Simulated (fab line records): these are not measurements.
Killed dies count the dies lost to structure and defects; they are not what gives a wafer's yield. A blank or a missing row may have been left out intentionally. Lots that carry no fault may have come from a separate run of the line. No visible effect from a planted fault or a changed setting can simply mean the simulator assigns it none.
Chamber matching + flow gf180mcu + GF_V5_CVD_02 on pecvd-01 has 3 sister chambers
The step deposits SiO2 from TEOS, target thk 1450 nm, time 163.28 s. 3 wafers are shown with their chamber, then 11 later ones without.

EACH WAFER AND ITS CHAMBER
| wafer  | chamber | heaterPowerW (W) |
|--------|---------|------------------|
| L092.3 | 2       | 690              |
| L092.6 | 1       | 641              |
| L094.4 | 0       | 763              |

WAFERS WITH NO CHAMBER GIVEN
| wafer  | heaterPowerW (W) |
|--------|------------------|
| L094.5 | 764              |
| L094.6 | 734              |
| L095.1 | 808              |
| L095.3 | 751              |
| L095.4 | 635              |
| L096.1 | 699              |
| L096.3 | 804              |
| L096.6 | 785              |
| L097.2 | 794              |
| L097.3 | 714              |
| L097.6 | 636              |

CHAMBER TAKEN BY EACH
| wafer  | from the rows above          | in truth                   |
|--------|------------------------------|----------------------------|
| L094.5 | 0                            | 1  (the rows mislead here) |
| L094.6 | can't be placed: 0 or 2      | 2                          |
| L095.1 | 0                            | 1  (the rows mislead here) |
| L095.3 | can't be placed: 0 or 2      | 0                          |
| L095.4 | can't be placed: 1 or 2      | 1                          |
| L096.1 | can't be placed: 2 or 1      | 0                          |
| L096.3 | 0                            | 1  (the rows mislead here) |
| L096.6 | 0                            | 0                          |
| L097.2 | 0                            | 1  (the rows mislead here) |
| L097.3 | can't be placed: 2 or 0 or 1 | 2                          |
| L097.6 | can't be placed: 1 or 2      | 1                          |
Correctly placed: 1 of 11. Not placeable from these rows: 6 (in 5, the candidates include the true chamber). Number placed wrongly: 4.
How it was worked out, from the rows above alone: a wafer's distance from a chamber is the root of the sum, over the readings, of the square of ((its reading less the chamber's mean) divided by the reading's scatter). If the next closest chamber is less than 2 further off than the closest, the wafer can't be placed; otherwise it belongs to the closest. The mean given for a chamber averages the wafers shown for that chamber. The scatter: with one shown wafer a chamber, the root of the mean of the squares of how far each hidden wafer lies from its nearest shown one.
